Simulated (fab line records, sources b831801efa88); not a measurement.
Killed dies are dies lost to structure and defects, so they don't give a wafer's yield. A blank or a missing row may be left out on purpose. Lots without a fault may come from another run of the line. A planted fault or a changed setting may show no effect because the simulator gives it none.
Which tool did it? | flow sfq_line | 14 lots, 40 wafers sampled, at 1 step of a route of 325

WHAT THE GAUGES READ, wafer by wafer
SFQ_M4_OVL_MEAS_926. Usual: M4_OVL 3 nm, standard deviation 4.7.
lot  | measured     | on         | M4_OVL (nm) | flag
L656 | day 40 00:20 | overlay-02 | 9 15 11     |
L657 | day 40 22:32 | overlay-01 | 1 5 6       |
L658 | day 41 06:25 | overlay-01 | -2 2 -3     |
L659 | day 41 10:01 | overlay-01 | -3 -7 -6    |
L660 | day 41 12:25 | overlay-01 | 3 4 4       |
L661 | day 43 05:43 | overlay-02 | 2 1 5       |
L662 | day 45 10:38 | overlay-01 | 4 2 -2      |
L668 | day 47 09:17 | overlay-01 | 3 4         |
L669 | day 47 15:17 | overlay-02 | 3 4         |
L673 | day 49 06:50 | overlay-02 | 2 1 -1      |
L676 | day 50 06:58 | overlay-01 | 6 3 3       |
L677 | day 50 14:18 | overlay-02 | 2 3 5       |
L678 | day 50 16:41 | overlay-01 | 6 -1 2      |
L679 | day 50 22:42 | overlay-01 | 7 1 0       |

WHICH TOOL RAN EACH LOT (tool, then ch and the chambers of the sampled wafers, then the start)
The record holds no process step before these readings.

WHAT THE TOOLS THEMSELVES READ (means of the sampled wafers that have a number; where no wafer has one, the mark that the record gives instead)
The record holds no such reading with a usual standard deviation.

THE ANSWER, worked out from the rows above alone
Rule: a lot is off if the mean of its wafers that have a number lies more than 3 standard deviations from the usual mean. A lot without any number at a reading at which 4 lots or more have one is off too. The other lots that the step has rows for count as sound. The gauges are gone through in route order, then the tools' own readings, and for those a lot's mean is taken as printed above. The first step at which some lot is off is used, and at that step the reading that is off furthest; a lot without a number counts as furthest.
No lot is off at any reading shown: from this, nothing can be told.

WHAT THE SIMULATOR HAD PUT IN
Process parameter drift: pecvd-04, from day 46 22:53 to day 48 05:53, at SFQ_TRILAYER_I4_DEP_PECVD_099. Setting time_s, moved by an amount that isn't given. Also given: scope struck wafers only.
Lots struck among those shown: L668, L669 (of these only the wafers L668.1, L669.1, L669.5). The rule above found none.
